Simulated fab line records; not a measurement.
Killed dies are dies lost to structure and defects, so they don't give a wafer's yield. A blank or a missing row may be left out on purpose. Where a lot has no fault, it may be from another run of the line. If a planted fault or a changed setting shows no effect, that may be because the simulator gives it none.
What tool caused it? ; flow gf180mcu ; 72 wafers from 24 lots sampled at 5 of the route's 602 steps

WHAT THE GAUGES READ, wafer by wafer
GF_M4_OVL_MEAS_15. Usual: M4_OVL -3 nm, standard deviation 5.7.
lot;measured;on;M4_OVL (nm);flag
L074;day 23 08:47;overlay-01;-9 -8 -3;
L075;day 23 11:07;overlay-02;-3 -1 0;
L076;day 24 07:20;overlay-01;-4 -9 0;
L077;day 24 09:34;overlay-01;-8 -10 -8;
L078;day 24 23:15;overlay-02;-4 -13 -4;
L079;day 25 01:17;overlay-01;-10 -6 1;
L080;day 25 12:49;overlay-02;3 1 -1;
L081;day 26 01:32;overlay-01;3 5 5;
L082;day 26 05:14;overlay-02;-2 -3 -9;
L083;day 26 08:46;overlay-01;-2 -8 -3;
L084;day 27 01:05;overlay-01;-10 -3 -10;
L085;day 27 05:38;overlay-02;-1 8 9;
L086;day 27 17:04;overlay-01;-6 -9 -5;
L087;day 27 22:12;overlay-02;4 4 -1;
L088;day 28 07:46;overlay-02;1 -9 -1;
L089;day 28 16:44;overlay-02;-1 2 -4;
L090;day 28 22:27;overlay-02;4 4 -6;
L091;day 29 01:07;overlay-01;-7 -6 -4;
L092;day 29 12:37;overlay-02;-8 -4 -13;
L093;day 29 16:02;overlay-02;-7 -9 -5;
L094;day 29 20:37;overlay-01;-9 -11 -7;
L095;day 30 00:53;overlay-02;0 3 5;
L096;day 30 08:47;overlay-02;-5 5 -3;
L097;day 30 16:16;overlay-02;0 9 6;

GF_V5_CD_MEAS_14 targets a cd of 260 nm. Usual: cdNm at 259.7 nm, with a standard deviation of 1.2.
lot;measured;on;cdNm (nm);flag
L074;day 27 04:17;cdSem-01;257.2 257.4 257.1;
L075;day 27 06:40;cdSem-02;259.6 259.4 259.5;
L076;day 28 00:16;cdSem-01;260.3 262.1 261.0;
L077;day 28 03:32;cdSem-01;258.8 258.7 259.0;
L078;day 28 13:08;cdSem-02;260.7 261.5 260.9;
L079;day 28 15:46;cdSem-02;261.1 261.0 261.1;
L080;day 29 02:58;cdSem-01;260.8 262.5 259.9;
L081;day 29 14:34;cdSem-01;262.6 260.4 260.9;
L082;day 29 17:31;cdSem-01;261.2 258.9 260.6;
L083;day 29 20:51;cdSem-01;259.7 260.5 260.2;
L084;day 30 12:44;cdSem-02;259.3 258.1 258.2;
L085;day 30 16:03;cdSem-02;258.4 257.9 257.5;
L086;day 30 23:43;cdSem-02;259.8 260.6 259.8;
L087;day 31 06:00;cdSem-01;258.7 259.9 259.0;
L088;day 31 14:40;cdSem-02;259.9 260.5 259.6;
L089;day 31 22:18;cdSem-01;259.1 260.1 259.7;
L090;day 32 03:00;cdSem-02;260.6 260.0 259.2;
L091;day 32 06:34;cdSem-01;260.9 260.0 259.6;
L092;day 32 16:01;cdSem-01;260.9 260.2 261.0;
L093;day 32 18:22;cdSem-02;259.0 259.2 258.7;
L094;day 33 00:12;cdSem-01;257.6 257.5 256.9;
L095;day 33 02:58;cdSem-01;259.7 259.1 258.4;
L096;day 33 10:03;cdSem-02;260.3 259.2 259.4;
L097;day 33 16:38;cdSem-01;261.3 260.3 261.0;

GF_PASSIVATION_THK_MEAS_03. Usual: PASSIVATION_CVD_02_THK 700 nm, standard deviation 10.
lot;measured;on;PASSIVATION_CVD_02_THK (nm);flag
L074;day 28 03:42;filmMetro-02;706 700 714;
L075;day 28 05:53;filmMetro-01;695 707 711;
L076;day 28 23:51;filmMetro-03;696 705 705;
L077;day 29 01:37;filmMetro-01;703 687 707;
L078;day 29 10:53;filmMetro-02;698 701 712;
L079;day 29 13:35;filmMetro-03;692 684 709;
L080;day 30 00:48;filmMetro-01;705 688 712;
L081;day 30 12:13;filmMetro-03;683 707 699;
L082;day 30 15:20;filmMetro-02;698 688 699;
L083;day 30 18:19;filmMetro-01;695 698 709;
L084;day 31 08:55;filmMetro-01;686 693 694;
L085;day 31 12:59;filmMetro-01;688 703 702;
L086;day 31 20:03;filmMetro-01;701 701 705;
L087;day 32 01:36;filmMetro-03;690 698 707;
L088;day 32 11:15;filmMetro-03;682 693 698;
L089;day 32 18:03;filmMetro-01;703 712 720;
L090;day 32 22:03;filmMetro-01;682 689 687;
L091;day 33 01:55;filmMetro-02;694 693 701;
L092;day 33 10:44;filmMetro-01;676 678 706;
L093;day 33 12:55;filmMetro-01;688 698 700;
L094;day 33 19:07;filmMetro-03;705 700 714;
L095;day 33 21:44;filmMetro-02;711 706 714;
L096;day 34 04:43;filmMetro-02;678 691 677;
L097;day 34 10:57;filmMetro-02;717 723 704;

WHICH TOOL RAN EACH LOT (tool, then ch and the chambers of the sampled wafers, then the start)
lot;GF_MIM_SPUTTER_08;GF_V5_CVD_02
L074;pvdSputter-01, day 24 10:39;pecvd-02 ch 0,2, day 26 07:04
L075;pvdSputter-03, day 24 12:54;pecvd-02 ch 1,2, day 26 09:05
L076;pvdSputter-01, day 25 08:45;pecvd-02 ch 0,2, day 27 04:04
L077;pvdSputter-01, day 25 11:34;pecvd-02 ch 0,1, day 27 06:46
L078;pvdSputter-01, day 25 23:48;pecvd-02 ch 1,2, day 27 16:55
L079;pvdSputter-02, day 26 01:48;pecvd-04 ch 1,2, day 27 19:31
L080;pvdSputter-01, day 26 13:15;pecvd-03 ch 0,1,2, day 28 06:52
L081;pvdSputter-02, day 27 01:45;pecvd-03 ch 0,1, day 28 19:29
L082;pvdSputter-03, day 27 04:50;pecvd-03 ch 0,1, day 28 21:43
L083;pvdSputter-02, day 27 09:07;pecvd-02 ch 0,2, day 29 01:08
L084;pvdSputter-01, day 28 00:46;pecvd-02 ch 1,2, day 29 17:29
L085;pvdSputter-01, day 28 05:17;pecvd-03 ch 0,1, day 29 20:55
L086;pvdSputter-02, day 28 15:37;pecvd-04 ch 0,1,2, day 30 05:48
L087;pvdSputter-01, day 28 20:49;pecvd-02 ch 0,2, day 30 11:41
L088;pvdSputter-01, day 29 06:47;pecvd-04 ch 0,2, day 30 20:50
L089;pvdSputter-02, day 29 14:38;pecvd-02 ch 0,1, day 31 04:10
L090;pvdSputter-03, day 29 20:37;pecvd-03 ch 0,1, day 31 09:34
L091;pvdSputter-02, day 29 23:41;pecvd-03 ch 1,2, day 31 12:42
L092;pvdSputter-02, day 30 10:17;pecvd-03 ch 0,2, day 31 22:52
L093;pvdSputter-03, day 30 13:55;pecvd-04 ch 1,2, day 32 01:36
L094;pvdSputter-03, day 30 18:35;pecvd-03 ch 0,2, day 32 07:10
L095;pvdSputter-03, day 30 22:49;pecvd-02 ch 0,2, day 32 10:31
L096;pvdSputter-03, day 31 06:22;pecvd-04 ch 0,1,2, day 32 17:23
L097;pvdSputter-01, day 31 13:53;pecvd-04 ch 0,1,2, day 33 00:35
- GF_MIM_SPUTTER_08: material AlCu, target thk 200 nm, time 10.6 s.
- GF_V5_CVD_02: deposits SiO2 from TEOS, target thk 1450 nm, time 163.28 s.

AS READ BY THE TOOLS THEMSELVES (means over the sampled wafers that have a number; for cases with no such wafer, the mark the record gives instead)
GF_MIM_SPUTTER_08. Usual: throttleValvePct at 30.4 %, with a standard deviation of 0.75.
lot;tool;throttleValvePct (%);flag
L074;pvdSputter-01;30.7;
L075;pvdSputter-03;29.5;
L076;pvdSputter-01;30.5;
L077;pvdSputter-01;30.0;
L078;pvdSputter-01;30.7;
L079;pvdSputter-02;30.6;
L080;pvdSputter-01;30.3;
L081;pvdSputter-02;30.7;
L082;pvdSputter-03;30.2;
L083;pvdSputter-02;30.2;
L084;pvdSputter-01;29.9;
L085;pvdSputter-01;30.5;
L086;pvdSputter-02;30.7;
L087;pvdSputter-01;30.0;
L088;pvdSputter-01;30.8;
L089;pvdSputter-02;31.0;
L090;pvdSputter-03;31.4;
L091;pvdSputter-02;29.7;
L092;pvdSputter-02;29.7;
L093;pvdSputter-03;30.6;
L094;pvdSputter-03;30.3;
L095;pvdSputter-03;30.7;
L096;pvdSputter-03;30.5;
L097;pvdSputter-01;30.8;

GF_V5_CVD_02. Usual: heaterPowerOuterW 402 W, standard deviation 91; heaterPowerW 687 W, standard deviation 110.
lot;tool;heaterPowerOuterW (W);heaterPowerW (W);flag
L074;pecvd-02;398;662;
L075;pecvd-02;347;659;
L076;pecvd-02;434;664;
L077;pecvd-02;466;697;
L078;pecvd-02;321;614;
L079;pecvd-04;423;722;
L080;pecvd-03;385;698;
L081;pecvd-03;422;747;
L082;pecvd-03;452;798;
L083;pecvd-02;458;708;
L084;pecvd-02;321;608;
L085;pecvd-03;440;790;
L086;pecvd-04;378;630;
L087;pecvd-02;420;699;
L088;pecvd-04;297;548;
L089;pecvd-02;433;650;
L090;pecvd-03;433;752;
L091;pecvd-03;373;664;
L092;pecvd-03;389;679;
L093;pecvd-04;472;789;
L094;pecvd-03;378;670;
L095;pecvd-02;464;706;
L096;pecvd-04;376;637;
L097;pecvd-04;372;637;

THE ANSWER, worked out from the rows above alone
Rule: lot off if the mean of its wafers having a number is beyond 3 standard deviations from the usual mean. Also off: a lot with no number at a reading for which 4 or more lots have one. The other lots that the step has rows for count as sound. Order of review: gauges by route order, followed by the tools' own readings, for which a lot's mean as printed above is used. At the first step where some lot is off, the reading lying furthest off is the one used; lots without a number count as furthest.
No lot is off at any reading shown: from this, nothing can be told.

WHAT THE SIMULATOR PUT IN
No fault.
